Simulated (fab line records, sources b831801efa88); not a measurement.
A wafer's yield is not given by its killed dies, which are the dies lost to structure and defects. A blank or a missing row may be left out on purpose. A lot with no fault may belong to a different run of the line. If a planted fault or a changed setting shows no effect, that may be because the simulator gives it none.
Matching of chambers ; flow gf180mcu ; cmp-01 running GF_V2_CMP_26: 4 sister chambers
The step polishes, stops on SiO2, t overpolish 15 s, target thk 0 nm. 16 wafers are shown with their chamber, then 7 later ones without.

## EACH WAFER AND ITS CHAMBER
wafer;chamber;motorCurrentA (A);timeToEndpointS (s);overpolishRunS (s)
L866.1;3;8.8;81;15.000
L866.2;1;12.4;79;15.015
L866.4;2;10.1;80;14.984
L867.1;1;11.3;81;15.003
L867.2;0;11.5;82;15.018
L867.3;2;10.0;83;15.003
L868.2;0;11.4;81;14.995
L868.4;2;10.2;82;15.013
L868.5;3;9.2;80;14.997
L869.1;3;9.1;89;15.016
L869.3;1;11.4;84;14.991
L869.4;2;10.2;86;15.007
L871.4;0;11.0;81;14.995
L871.5;1;11.7;83;15.006
L871.6;2;10.4;84;15.010
L876.1;0;10.7;80;15.004

SIGNATURES (means of the wafers above)
reading;chamber 0;chamber 1;chamber 2;chamber 3;scatter within a chamber
motorCurrentA;11.150;11.700;10.180;9.033;0.332
timeToEndpointS;81.00;81.75;83.00;83.33;2.67
overpolishRunS;15.00300;15.00375;15.00340;15.00433;0.0107
Rule: a wafer's distance from a chamber is the root of the sum, over the readings, of the square of ((its reading less the chamber's mean) divided by the reading's scatter). If the next closest chamber is less than 2 further off than the closest, the wafer can't be placed; otherwise it belongs to the closest. The scatter is the square root of a quotient: the sum, over the shown wafers, of each reading's squared deviation from its chamber's mean, divided by wafers minus chambers.

## WAFERS WITH NO CHAMBER GIVEN
wafer;motorCurrentA (A);timeToEndpointS (s);overpolishRunS (s)
L876.2;11.7;82;14.984
L876.3;10.5;84;15.001
L877.1;10.1;86;15.008
L877.3;11.6;84;15.014
L877.5;8.7;86;14.988
L878.1;10.3;88;15.005
L880.4;9.3;86;14.990

## EACH ONE'S CHAMBER
wafer;from the rows above;in truth
L876.2;can't be placed: 1 or 0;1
L876.3;can't be placed: 2 or 0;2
L877.1;2;2
L877.3;can't be placed: 1 or 0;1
L877.5;3;3
L878.1;can't be placed: 2 or 0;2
L880.4;can't be placed: 3 or 2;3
Correct placement for 2 of the 7. Unplaceable from these rows: 5, with the true chamber sitting among the candidates in 5. Placed wrongly: 0.
